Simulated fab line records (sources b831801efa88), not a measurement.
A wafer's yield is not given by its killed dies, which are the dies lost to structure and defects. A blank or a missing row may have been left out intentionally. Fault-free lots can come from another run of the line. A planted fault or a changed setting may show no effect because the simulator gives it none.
Problem report, 8D (eight disciplines) form, completed by code	flow sky130	the parts of the form that need people (team, actions taken, sign-off) are left out

== 1. PROBLEM STATEMENT ==
Wafers free of any fault read 43.1 nm (standard deviation 0.35) for SPACER_CVD_00_THK at SKY_SPACER_THK_MEAS_01, against a mean of 56.2 nm on 6 wafers of 2 lots. Relative to the usual mean, that is a shift of +38 standard deviations.
First observed at day 29 18:53: wafer L501.3, on film metro-02. At this step, 33 wafers from 11 lots have a number in the record. Rule for "out" (also "out of limits"): further than 4 standard deviations from the usual mean. Any other wafer with a number is counted as sound.

== 2. WHAT IT IS AND WHAT IT IS NOT ==
question	is	is not
which readings at this step	SPACER_CVD_00_THK	-
which lots	L501, L502	L482, L483, L484, L485, L486, L488, L490, L491, L493
which wafers of those lots	all that have a number	-
read on which gauges	film metro-01, film metro-02	film metro-03
when	from day 29 18:53	up to then (27 sound wafers)

== 3. SUSPECTS, AND WHAT RULES EACH OUT ==
Counting: a tool at a process step up to the reading stays a suspect if it ran every lot that is out and no sound lot after the first of them.
- ruled out: the gauge at SKY_SPACER_THK_MEAS_01. The wafers that are out were read on 2 gauges (film metro-01, film metro-02).
- lpcvd-02 at SKY_SPACER_CVD_00 (deposits Si3N4 from DCS/NH3, target thk 43.1 nm, time 740 s): kept. It ran every lot that is out, first L501 (day 29 17:03), and no sound lot after that; its last sound lot up to then is L493 (day 26 22:41).
Remaining after the count: lpcvd-02 at SKY_SPACER_CVD_00.

== 4. THE CAUSE (what the simulator had put in) ==
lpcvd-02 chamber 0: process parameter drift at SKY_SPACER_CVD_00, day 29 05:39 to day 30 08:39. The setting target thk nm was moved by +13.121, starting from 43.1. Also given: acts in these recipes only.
The count eliminated every tool but this one.

== 5. SEQUENCE OF EFFECTS, ordered by route ==
Each row: a reading where the mean over the struck wafers with a number is more than 3 standard deviations away from the usual. Only readings whose record carries a usual standard deviation are examined. hours: median over the lots of the time between each lot's start at the first step of this table that gives one and its start at this step. sigmas: the change, counted in usual standard deviations.
hours	step	reading	usual	on struck wafers	change	sigmas
0	SKY_SPACER_THK_MEAS_01	SPACER_CVD_00_THK	43.1 nm	56.2	+13.1	+38
0	SKY_SPACER_ETCHBACK_02	oes product au	0.854 a.u.	0.993	+0.139	+22
491	SKY_PAD_OPEN_PROBE_99	killed at front end	15	205	+190	+41
491	SKY_PAD_OPEN_PROBE_99	killed dies	88	277	+189	+20
491	SKY_PAD_OPEN_PROBE_99	killed on rim	17	48	+31	+8.6
Process steps it contains:
- SKY_SPACER_ETCHBACK_02: etches Si3N4 in CH3F/O2, stops on SiO2, time 46.7 s, target depth 45 nm.
- SKY_PAD_OPEN_PROBE_99
Later measuring or inspecting steps at which every struck wafer that the step has a row for has a number for every such reading, and none has moved that far: SKY_RES_XHIGH_TW_MEAS_09.

== 6. HOW IT WOULD HAVE BEEN CAUGHT EARLIER ==
The first out-of-limits reading at a measuring or inspecting step in this record came at day 29 18:53, 13 hours after the fault's start at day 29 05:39.
An alarm limit of 4 standard deviations would not have fired on the tool readings at SKY_SPACER_CVD_00 for which the record gives a usual standard deviation, since none of them was out on any struck wafer.
Of the lots that are out (2), L502 began SKY_SPACER_CVD_00 on lpcvd-02 after day 29 18:53. Putting the tool on hold at that point would have spared it.
